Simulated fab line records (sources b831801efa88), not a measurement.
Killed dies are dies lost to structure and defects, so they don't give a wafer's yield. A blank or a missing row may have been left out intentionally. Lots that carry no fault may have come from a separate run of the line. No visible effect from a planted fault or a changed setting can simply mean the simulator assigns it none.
Which of the tools did it? ; flow sky130 ; at 1 step of a route of 708, 6 lots with 18 wafers sampled

== WHAT THE GAUGES READ, wafer by wafer ==
SKY_POLY_GATE_CD_MEAS_22.
lot;measured;on;cd-nm (nm)
L932;day 16 09:48;cd-sem-01;147.4 145.4 148.6
L934;day 18 15:53;cd-sem-02;152.1 151.1 151.6
L939;day 20 04:23;cd-sem-02;148.7 145.3 145.4
L943;day 21 02:00;cd-sem-01;149.3 149.7 149.3
L951;day 23 21:00;cd-sem-01;149.0 150.1 152.3
L953;day 24 07:58;cd-sem-01;151.8 152.8 150.6

== EACH LOT AND THE TOOL THAT RAN IT (in order: tool; ch and the chambers of the sampled wafers; start) ==
Record: no process step prior to these readings.

== THE ANSWER, worked out from the rows above alone ==
Rule: the usual values come from the lots themselves. The widest of any qualifying gaps counts: lots, ordered by their means at a reading, are off when they make up no more than a third of the lots, leave a main group of 4 or more, and stand apart from it by 3 or more times the standard deviation of that group's means. A main group is skipped when, at the precision printed for the reading in the tables above, its means are all equal. A lot without any number at a reading at which 4 lots or more have one is off too. Any other lot the step has rows for is counted as sound.
None of the lots is off at any reading shown; this tells nothing.

== WHAT HAD BEEN PUT IN BY THE SIMULATOR ==
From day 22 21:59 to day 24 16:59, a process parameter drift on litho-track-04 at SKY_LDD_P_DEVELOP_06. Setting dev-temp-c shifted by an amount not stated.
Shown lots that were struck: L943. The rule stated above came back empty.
